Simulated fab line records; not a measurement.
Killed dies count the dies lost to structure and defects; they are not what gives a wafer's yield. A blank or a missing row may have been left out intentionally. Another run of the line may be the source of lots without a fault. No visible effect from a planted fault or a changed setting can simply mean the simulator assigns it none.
Which tool did it?    flow sky130    at 1 step of a route of 708, 10 lots with 30 wafers sampled

WHAT THE GAUGES SHOWED, per wafer
SKY_CONTACT_RS_MEAS_25: a four-point-probe measurement. Usual: for CONTACT_W_RS the level is 0.339 ohm/sq and the standard deviation is 0.0049.
lot   measured      on             CONTACT_W_RS (ohm/sq)  flag
L953  day 32 03:20  film metro-03  0.340 0.338 0.328      
L955  day 33 09:11  film metro-03  0.333 0.340 0.333      
L957  day 33 17:59  film metro-03  0.340 0.342 0.342      
L958  day 33 18:46  film metro-03  0.329 0.331 0.340      
L963  day 36 00:23  film metro-04  0.340 0.341 0.337      
L964  day 36 06:38  film metro-03  0.343 0.342 0.345      
L966  day 37 00:41  film metro-04  0.332 0.343 0.341      
L971  day 38 02:22  film metro-01  0.343 0.338 0.342      
L972  day 38 05:01  film metro-03  0.339 0.336 0.333      
L974  day 38 21:10  film metro-03  0.338 0.335 0.337      

WHICH TOOL RAN EACH LOT (tool, then ch and the chambers of the sampled wafers, then the start)
Record: no process step prior to these readings.

WHAT THE TOOLS THEMSELVES READ (means of the sampled wafers that have a number; where no wafer has one, the mark that the record gives instead)
The record holds no such reading with a usual standard deviation.

THE ANSWER, worked out from the rows above alone
Rule: a lot counts as off when the mean over its wafers that have a number is more than 3 standard deviations away from the usual mean. Also off: a lot with no number at a reading for which 4 or more lots have one. The other lots that the step has rows for count as sound. Order of review: gauges by route order, followed by the tools' own readings, for which a lot's mean as printed above is used. The first step at which some lot is off is used, and at that step the reading that is off furthest; a lot without a number counts as furthest.
Across all readings shown, no lot is off: no conclusion can be drawn from this.

WHAT THE SIMULATOR HAD PUT IN
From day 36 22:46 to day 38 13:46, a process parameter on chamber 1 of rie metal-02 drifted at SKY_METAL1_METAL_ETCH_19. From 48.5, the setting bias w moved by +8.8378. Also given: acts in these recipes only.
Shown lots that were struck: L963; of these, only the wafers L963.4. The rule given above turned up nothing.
